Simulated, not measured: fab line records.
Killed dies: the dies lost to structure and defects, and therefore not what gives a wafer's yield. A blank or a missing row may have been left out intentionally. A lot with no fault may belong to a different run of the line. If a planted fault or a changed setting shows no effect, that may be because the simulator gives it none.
A single fault, viewed from 2 desks -- flow gf180mcu -- numbers are kept per desk, each desk with only its own; the story behind them comes last

## FROM THE METROLOGY DESK
Means of the sampled wafers that have a number, per lot and without regard to the tool the lot ran on: this is what the gauges read. The brackets show how far a lot's mean lies from the usual mean; more than 4 standard deviations puts the lot out of limits, marked OUT.
Columns: A = cdNm at GF_SAB_CD_MEAS_09, usual 419.4 nm
lot,first seen here,A
L228,day 16 01:19,423.7
L229,day 16 02:16,422.8
L230,day 16 06:40,419.5
L231,day 16 21:25,418.6
L232,day 17 09:28,418.9
L234,day 17 20:29,419.5
L239,day 19 10:13,418.0
L244,day 21 07:58,420.4
L245,day 21 11:13,418.0
L246,day 21 17:10,421.3
L248,day 22 15:00,416.2
L249,day 22 18:40,419.5
L250,day 22 23:31,419.5
Finding of this desk: none of the 13 lots has anything out of limits.

## FOR THE TOOL OWNER'S DESK: rieDiel-03
The tool's own readings at GF_SAB_ETCH_11 (etches SiO2 in C4F8/O2/Ar, target depth 55 nm, time 8.5 s): means of the sampled wafers that have a number, for each lot that ran on this tool. The brackets show how far a lot's mean lies from the usual mean; more than 4 standard deviations puts the lot out of limits, marked OUT.
Columns: A = oesProductAu at GF_SAB_ETCH_11, usual 1.000 a.u.; B = rfFwdPowerW at GF_SAB_ETCH_11, usual 1473 W
lot,first seen here,A,B
L229,day 16 02:25,0.999,1474
L232,day 17 09:38,0.987,1475
L239,day 19 10:22,1.058 (+4.9) OUT,1468
L248,day 22 15:10,0.998,1468
This desk's verdict: out of limits on L239, starting with L239 at day 19 10:22 (oesProductAu at GF_SAB_ETCH_11). L229, L232, L248: within limits.

## ALL TOGETHER
An alarm could have come from the tool owner's desk at day 19 10:22, on L239.
Nothing out of limits was seen by the metrology desk.
The metrology desk has L239 on record, within its limits.
The lots listed all ran GF_SAB_ETCH_11 on rieDiel-03.

## WHAT WAS PUT IN BY THE SIMULATOR
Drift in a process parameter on rieDiel-03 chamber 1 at GF_SAB_ETCH_11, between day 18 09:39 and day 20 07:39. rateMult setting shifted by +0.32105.
Struck lots among those shown: L239.
Time in hours from fault onset to the first out-of-limits reading at each desk: the tool owner's desk, 25.
